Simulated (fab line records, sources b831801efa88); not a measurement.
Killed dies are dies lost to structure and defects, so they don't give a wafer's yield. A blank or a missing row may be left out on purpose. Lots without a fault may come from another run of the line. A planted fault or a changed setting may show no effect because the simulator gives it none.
fab line records | flow sfq_line
record lots=14 wafers=42 last_day=92
route steps=325 shown JJ@196 I5@235 M6@263 I6@277
lots that met no fault: from a run of the same line without faults
start_h: hours from the record's first day to the start of the lot's first wafer shown | wait_h: hours since the lot's step before | " the same as in the row above | L1.1+2: a row that stands for several wafers | - no value, or no start given | * or withheld: withheld | < > ~ a bound
route shown NAME@n: a module of which the file shows steps, and the number in the route of the first | usual: mean/standard deviation of fault-free wafers | same: alike in all rows | chamber/n: place in a boat | sites: the reading at each site | _std_site: their standard deviation | _edge_site: outer sites' mean less inner sites' | radius_mm: how far each site lies from the wafer's centre | mask NAME#n: copy n | behind: the tool/chamber that last shaped the wafer | hold: why the lot was held/for how many hours/how that ended | device: the transistor (n, p or np) that didn't switch | end of line: the same wafers' tests at the end of the route | a step without rows: its recipe alone | killed: dies lost to structure and defects at the first sort, not the wafer's yield | map: a wafer's dies, x killed, . not, _ none there
set.NAME: the setting as run; set.NAME@STEP: as run at that earlier step | model.NAME: the simulator's own value behind a step, which no gauge read
steps of the route over a sample of lots; a table a step, a row a wafer
services: from which hour (start_h, from the record's first day; less than 0 if before it) a tool's chamber was out of use, for how many hours, and why
## steps
# step SFQ_TRILAYER_JJ_CE_STRIP_STRIP_120
# recipe gas=O2 power_w=200 platen_temp_c=40 overash_fraction=0.65 chemistry=O2 pressure_mtorr=50
# usual drypump_motor_current_A=5.4/0.39 oes_product_au=1.001/0.014
# columns lot.wafer tool chamber start_h wait_h drypump_motor_current_A oes_product_au rf_hours_counter_h
L402.1 rie_metal-01 1 1274.76 0.0 5.4 1.015 70
L402.3 " 1 " " 5.4 1.018 -
L402.5 " 1 " " 5.4 1.013 -
L403.3 rie_metal-03 1 1292.91 0.2 5.5 1.012 -
L403.4 " 0 " " 5.2 1.008 -
L403.6 " 0 " " 5.3 0.993 -
L405.1 rie_metal-02 1 1335.67 0.0 4.7 1.022 7
L405.3 " 1 " " 4.7 1.012 -
L405.4 " 0 " " 5.6 0.983 -
L407.2 rie_metal-02 0 1344.07 0.0 5.7 0.993 3
L407.3 " 0 " " 5.6 1.001 -
L407.4 " 1 " " 4.7 1.023 -
L408.4 rie_metal-02 0 1349.07 0.2 5.7 0.993 -
L408.5 " 1 " " 4.7 1.011 -
L408.6 " 0 " " 5.7 0.987 -
L409.3 rie_metal-01 1 1352.67 0.2 5.4 1.011 -
L409.5 " 1 " " 5.4 1.014 -
L409.6 " 0 " " 5.9 0.982 -
L410.3 rie_metal-01 1 1357.47 0.2 5.4 1.011 -
L410.5 " 0 " " 5.8 0.979 -
L410.6 " 1 " " 5.4 1.013 -
L411.1 rie_metal-03 0 1359.67 0.0 5.3 1.004 18
L411.2 " 1 " " 5.5 1.007 129
L411.3 " 1 " " 5.5 1.017 -
L414.3 rie_metal-02 1 1395.87 0.2 4.7 1.012 -
L414.4 " 0 " " 5.7 1.001 -
L414.6 " 1 " " 4.7 1.004 -
L421.1 rie_metal-01 0 1422.07 0.0 5.8 0.977 66
L421.5 " 1 " " 5.4 1.012 -
L421.6 " 0 " " 5.9 0.980 -
L422.2 rie_metal-03 0 1423.27 0.0 5.2 1.007 28
L422.3 " 1 " " 5.5 1.003 -
L422.5 " 0 " " 5.2 0.995 -
L423.2 rie_metal-01 1 1430.65 0.0 5.4 1.015 90
L423.4 " 0 " " 5.9 0.985 -
L423.6 " 1 " " 5.4 1.005 -
L424.1 rie_metal-01 1 1436.69 0.0 5.4 1.011 91
L424.2 " 0 " " 5.9 0.984 69
L424.6 " 0 " " 5.9 0.983 -
L425.1 rie_metal-02 0 1451.05 0.0 5.7 0.979 19
L425.2 " 1 " " 4.7 1.010 23
L425.6 " 1 " " 4.7 1.007 -
# step SFQ_I5_OVL_MEAS_936
# usual I5_OVL=-3/5.9
# columns lot.wafer tool chamber start_h wait_h I5_OVL[nm]
L402.1 overlay-02 - 1595.75 0.1 -4
L402.3 " - " " -3
L402.5 " - " " -6
L403.3 overlay-02 - 1600.35 0.1 -3
L403.4 " - " " -7
L403.6 " - " " 1
L405.1 overlay-02 - 1606.34 0.1 -12
L405.3 " - " " -7
L405.4 " - " " 0
L407.2 overlay-01 - 1611.14 0.1 -3
L407.3 " - " " 7
L407.4 " - " " 5
L408.4 overlay-01 - 1612.35 0.1 -4
L408.5 " - " " 3
L408.6 " - " " 1
L409.3 overlay-02 - 1618.35 0.1 -11
L409.5 " - " " -15
L409.6 " - " " -12
L410.3 overlay-01 - 1619.55 0.1 2
L410.5 " - " " -6
L410.6 " - " " -4
L411.1 overlay-01 - 1624.34 0.1 -6
L411.2 " - " " 0
L411.3 " - " " -11
L414.3 overlay-01 - 1645.95 0.1 -11
L414.4 " - " " -3
L414.6 " - " " -5
L421.1 overlay-01 - 1674.74 0.1 -2
L421.5 " - " " -15
L421.6 " - " " -10
L422.2 overlay-01 - 1684.77 0.1 1
L422.3 " - " " 5
L422.5 " - " " 5
L423.2 overlay-02 - 1687.17 0.1 0
L423.4 " - " " 4
L423.6 " - " " 7
L424.1 overlay-02 - 1690.76 0.1 2
L424.2 " - " " -7
L424.6 " - " " -9
L425.1 overlay-02 - 1702.76 0.1 -14
L425.2 " - " " 4
L425.6 " - " " 8
# step SFQ_TRILAYER_M6_ETCH_METAL_ETCH_162
# recipe target=Nb stop_on=SiO2 mask_material=PR chemistry=Cl2/Ar target_depth_nm=240 icp_w=600 bias_w=80 pressure_mtorr=10 time_s=120
# usual drypump_motor_current_A=5.3/0.31 oes_product_au=0.893/0.007 run_length_s=148.4/0.37
# columns lot.wafer tool chamber start_h wait_h drypump_motor_current_A oes_product_au rf_hours_counter_h run_length_s
L402.1 rie_metal-03 0 1833.78 0.0 5.2 0.899 89 148.5
L402.3 " 0 " " 5.3 0.887 - 148.3
L402.5 " 1 " " 5.5 0.894 - 148.5
L403.3 rie_metal-03 1 1836.22 0.1 5.5 0.896 - 148.3
L403.4 " 0 " " 5.3 0.897 - 148.2
L403.6 " 1 " " 5.5 0.896 - 148.5
L405.1 rie_metal-02 0 1839.78 0.0 5.7 0.884 73 148.8
L405.3 " 0 " " 5.6 0.892 - 148.7
L405.4 " 1 " " 4.7 0.890 - 148.6
L407.2 rie_metal-03 0 1845.78 0.0 5.3 0.884 91 148.0
L407.3 " 1 " " 5.5 0.889 - 148.9
L407.4 " 0 " " 5.2 0.895 - 148.6
L408.4 rie_metal-02 0 1847.02 0.1 5.7 0.909 - 149.2
L408.5 " 1 " " 4.7 0.901 - 148.2
L408.6 " 0 " " 5.7 0.902 - 148.9
L409.3 rie_metal-03 1 1850.62 0.1 5.5 0.887 - 148.3
L409.5 " 0 " " 5.3 0.890 - 147.9
L409.6 " 1 " " 5.5 0.887 - 148.4
L410.3 rie_metal-03 0 1853.02 0.1 5.2 0.902 - 148.1
L410.5 " 1 " " 5.5 0.906 - 148.3
L410.6 " 0 " " 5.2 0.897 - 148.4
L411.1 rie_metal-02 0 1854.18 0.0 5.7 0.892 76 149.5
L411.2 " 1 " " 4.7 0.886 81 148.1
L411.3 " 0 " " 5.6 0.888 - 149.0
L414.3 rie_metal-02 0 1863.82 0.1 5.7 0.885 - 148.7
L414.4 " 1 " " 4.7 0.888 - 148.1
L414.6 " 1 " " 4.7 0.891 - 148.3
L421.1 rie_metal-03 0 1903.11 0.1 5.2 0.891 102 148.1
L421.5 " 0 " " 5.2 0.881 - 148.1
L421.6 " 0 " " 5.2 0.886 - 148.1
L422.2 rie_metal-03 0 1911.45 0.0 5.2 0.887 104 148.6
L422.3 " 0 " " 5.2 0.894 - 148.2
L422.5 " 1 " " 5.5 0.886 - 148.8
L423.2 rie_metal-02 1 1912.65 0.0 4.7 0.897 90 148.0
L423.4 " 1 " " 4.7 0.898 - 147.8
L423.6 " 0 " " 5.7 0.886 - 148.7
L424.1 rie_metal-02 1 1917.45 0.0 4.7 0.884 91 148.4
L424.2 " 0 " " 5.7 0.904 87 148.8
L424.6 " 0 " " 5.7 0.890 - 148.7
L425.1 rie_metal-04 1 1920.30 0.0 5.3 0.886 85 148.9
L425.2 " 0 " " 5.1 0.901 127 148.3
L425.6 " 1 " " 5.3 0.888 - 149.5
# step SFQ_TRILAYER_I6_VIA_BARC_OPEN_VIA_ETCH_235
# recipe mask_material=PR chemistry=O2 target_depth_nm=125 target=BARC source_w=500 bias_w=80 pressure_mtorr=30 time_s=41.7
# usual drypump_motor_current_A=5.9/0.54 oes_product_au=0.685/0.004 run_length_s=69.8/0.4
# columns lot.wafer tool chamber start_h wait_h drypump_motor_current_A oes_product_au rf_hours_counter_h run_length_s
L402.1 rie_diel-02 0 1853.79 0.0 5.0 0.684 6 69.6
L402.3 " 3 " " 5.6 0.687 5 69.1
L402.5 " 2 " " 6.7 0.687 - 69.8
L403.3 rie_diel-04 1 1856.19 0.0 6.4 0.683 0 69.8
L403.4 " 3 " " 5.8 0.684 17 69.8
L403.6 " 0 " " 5.2 0.688 - 69.5
L405.1 rie_diel-03 0 1859.79 0.0 6.4 0.691 13 70.3
L405.3 " 1 " " 5.7 0.687 7 70.0
L405.4 " 3 " " 6.7 0.685 15 69.9
L407.2 rie_diel-03 0 1863.39 0.0 6.4 0.686 13 70.1
L407.3 " 3 " " 6.7 0.687 15 69.6
L407.4 " 2 " " 5.8 0.686 10 70.3
L408.4 rie_diel-04 1 1943.04 0.0 6.4 0.684 1 69.6
L408.5 " 3 " " 5.7 0.684 - 70.0
L408.6 " 0 " " 5.2 0.684 - 69.7
L409.3 rie_diel-02 2 1949.04 0.0 6.7 0.684 2 69.3
L409.5 " 2 " " 6.7 0.682 - 69.9
L409.6 " 3 " " 5.6 0.689 - 69.5
L410.3 rie_diel-03 1 1953.84 0.0 5.7 0.688 8 70.0
L410.5 " 0 " " 6.4 0.684 - 69.8
L410.6 " 3 " " 6.7 0.684 - 70.2
L411.1 rie_diel-04 2 1956.24 0.0 6.3 0.677 12 69.2
L411.2 " 3 " " 5.8 0.681 19 69.7
L411.3 " 1 " " 6.4 0.682 2 70.1
L414.3 rie_diel-03 2 1968.24 0.0 5.8 0.681 11 70.2
L414.4 " 3 " " 6.7 0.688 16 69.8
L414.6 " 0 " " 6.5 0.691 - 70.1
L421.1 rie_diel-04 2 2009.04 0.0 6.3 0.893 13 57.7
L421.5 " 0 " " 5.2 0.897 - 57.7
L421.6 " 3 " " 5.7 0.899 - 58.5
L422.2 rie_diel-04 2 2013.84 0.0 6.2 0.898 13 57.2
L422.3 " 0 " " 5.2 0.896 14 57.4
L422.5 " 0 " " 5.2 0.894 - 58.3
L423.2 rie_diel-02 2 2016.24 0.0 6.7 0.680 3 69.7
L423.4 " 1 " " 5.8 0.687 14 70.3
L423.6 " 0 " " 5.0 0.684 - 69.7
L424.1 rie_diel-02 2 2021.04 0.0 6.7 0.684 3 70.1
L424.2 " 3 " " 5.6 0.682 7 69.1
L424.6 " 1 " " 5.7 0.686 - 70.2
L425.1 rie_diel-02 3 2024.64 0.0 5.6 0.684 8 69.6
L425.2 " 2 " " 6.7 0.687 3 69.4
L425.6 " 2 " " 6.7 0.681 - 69.4
## services
# columns tool chamber start_h hours kind
rie_metal-01 - 1254.43 0.3 repair
rie_metal-01 0 1292.59 3.8 repair
rie_diel-04 2 1314.76 16.1 repair
rie_diel-02 2 1316.36 11.8 repair
rie_diel-04 0 1347.81 4.0 repair
rie_metal-01 1 1363.26 3.7 repair
rie_diel-02 3 1364.05 3.8 repair
rie_metal-03 - 1511.07 2.8 pm
rie_metal-01 - 1576.38 2.4 repair
rie_metal-03 - 1648.06 0.7 repair
rie_metal-03 - 1696.81 0.5 repair
rie_metal-02 - 1699.81 16.3 repair
rie_metal-02 0 1716.61 3.7 repair
rie_metal-01 - 1750.00 2.8 pm
rie_metal-01 0 1772.67 2.5 repair
rie_metal-03 - 1782.05 3.9 repair
rie_metal-02 - 1824.95 0.3 repair
rie_metal-03 - 1862.88 0.7 repair
rie_metal-03 1 1895.63 10.1 repair
rie_metal-02 1 1897.77 7.3 repair
rie_metal-02 - 1922.34 28.1 pm
rie_metal-01 - 1977.70 1.4 pm
rie_metal-02 - 2012.62 0.6 repair
rie_metal-02 - 2017.25 2.8 pm
## key
first_sign step=SFQ_TRILAYER_I6_VIA_BARC_OPEN_VIA_ETCH_235 reading=oes_product_au direction=up sigmas=52 usual=0.685 struck=0.896
effect step=SFQ_TRILAYER_I6_VIA_BARC_OPEN_VIA_ETCH_235 reading=run_length_s direction=down sigmas=30 usual=* struck=*
met_at SFQ_TRILAYER_I6_VIA_BARC_OPEN_VIA_ETCH_235
struck_lots L421,L422
not_acting_at SFQ_TRILAYER_JJ_CE_STRIP_STRIP_120,SFQ_I5_OVL_MEAS_936,SFQ_TRILAYER_M6_ETCH_METAL_ETCH_162
onset_between 1956.24 2009.04
fault kind=process_parameter_drift tool=rie_diel-04 chamber=- onset_h=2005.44 steps=SFQ_TRILAYER_I6_VIA_BARC_OPEN_VIA_ETCH_235 channel=time_s offset=* shape=step end_h=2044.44 acts_in=* stated=*
